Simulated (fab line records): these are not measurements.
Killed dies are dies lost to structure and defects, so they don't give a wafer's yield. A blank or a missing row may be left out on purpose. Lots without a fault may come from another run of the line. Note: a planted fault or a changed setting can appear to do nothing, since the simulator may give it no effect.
A struck lot beside a sound one | flow sky130 | 19 out of 708 route steps
Sound: these wafers, L793.3, L793.4, L793.6. Struck: wafers L799.1, L799.3, L799.4. Last of all comes the cause.
Per side, at each step with rows, come the tool, then ch with its chambers, and then its first start. Under that, the readings that differ: sound wafers | struck wafers | difference of the means | sigmas: that difference in standard deviations of wafers without a fault.
alike: same words and numbers on both sides, and readings whose means sit less than 2 such deviations apart. not compared: any withheld reading, any reading some wafer has no value for, any bound like >300 that may hide the same value, and any number with overlapping values for which the record gives no deviation.
A row with sigmas, a row that says differs or no value, or rows on one side alone: a step with any of these is where the two part. When numbers do not overlap yet have no deviation, they are printed without sigmas and do not part them. A reading missing from all wafers of one side parts the sides only when that side holds two or more wafers.

first, 8 steps without rows for these wafers: SKY_RES_XHIGH_DEHYDRATE_00 (time 60 s); SKY_RES_XHIGH_HMDS_01 (prime time 60 s); SKY_RES_XHIGH_COAT_02 (resist thk 1140 nm); SKY_RES_XHIGH_SOFTBAKE_03 (time 60 s); SKY_RES_XHIGH_EXPOSE_04 (exposes mask URPM, target cd 1270 nm); SKY_RES_XHIGH_PEB_05; SKY_RES_XHIGH_DEVELOP_06 (develop time 60 s); SKY_RES_XHIGH_IMPLANT_07.
SKY_RES_XHIGH_STRIP_08: strips in O2/N2.
  sound on plasmaAsher-02 ch 0,1, day 26 23:38; struck on plasmaAsher-03 ch 0,1, day 28 23:10
  alike: drypumpMotorCurrentA, oesProductAu, stripTimeToEndpointS
  not compared: rfHoursCounterH
SKY_RES_XHIGH_TW_MEAS_09:
  sound on filmMetro-01 at day 26 23:43; struck on filmMetro-04 at day 28 23:16
  alike: RES_XHIGH_TW
then, 2 steps without rows for these wafers: SKY_SD_N_DEHYDRATE_00 (time 60 s); SKY_SD_N_HMDS_01 (prime time 60 s).
SKY_SD_N_COAT_02: resist thk 1140 nm.
  struck on lithoTrack-02, day 29 13:01; sound on lithoTrack-01 ch 0, day 27 14:10
  no value came back on the struck wafers for chillPlateTempC (C), dispensePressureKPa (kPa); on the sound wafers chillPlateTempC (C) reads 22.94 22.91 22.90
then, 4 steps without rows for these wafers: SKY_SD_N_SOFTBAKE_03 (time 60 s); SKY_SD_N_EXPOSE_04 (exposes mask NSDM, target cd 380 nm); SKY_SD_N_PEB_05; SKY_SD_N_DEVELOP_06 (develop time 60 s).
SKY_SD_N_CD_MEAS_07: target cd 380 nm.
  sound on cdSem-02 at day 28 03:45; struck on cdSem-01 at day 30 03:04
reading   | sound             | struck | difference                    | sigmas
cdNm (nm) | 379.9 379.9 379.1 | - - -  | no value on the struck wafers | 
SKY_SD_N_OVL_MEAS_08:
  sound on overlay-01 at day 28 03:51; struck on overlay-01 at day 30 03:11
reading       | sound         | struck | difference                    | sigmas
SD_N_OVL (nm) | -1.5 0.1 -2.3 | - - -  | no value on the struck wafers | 

## WHERE THEY PART
First at SKY_SD_N_COAT_02; last, within this record, at SKY_SD_N_OVL_MEAS_08.

WHY: what had been put in by the simulator
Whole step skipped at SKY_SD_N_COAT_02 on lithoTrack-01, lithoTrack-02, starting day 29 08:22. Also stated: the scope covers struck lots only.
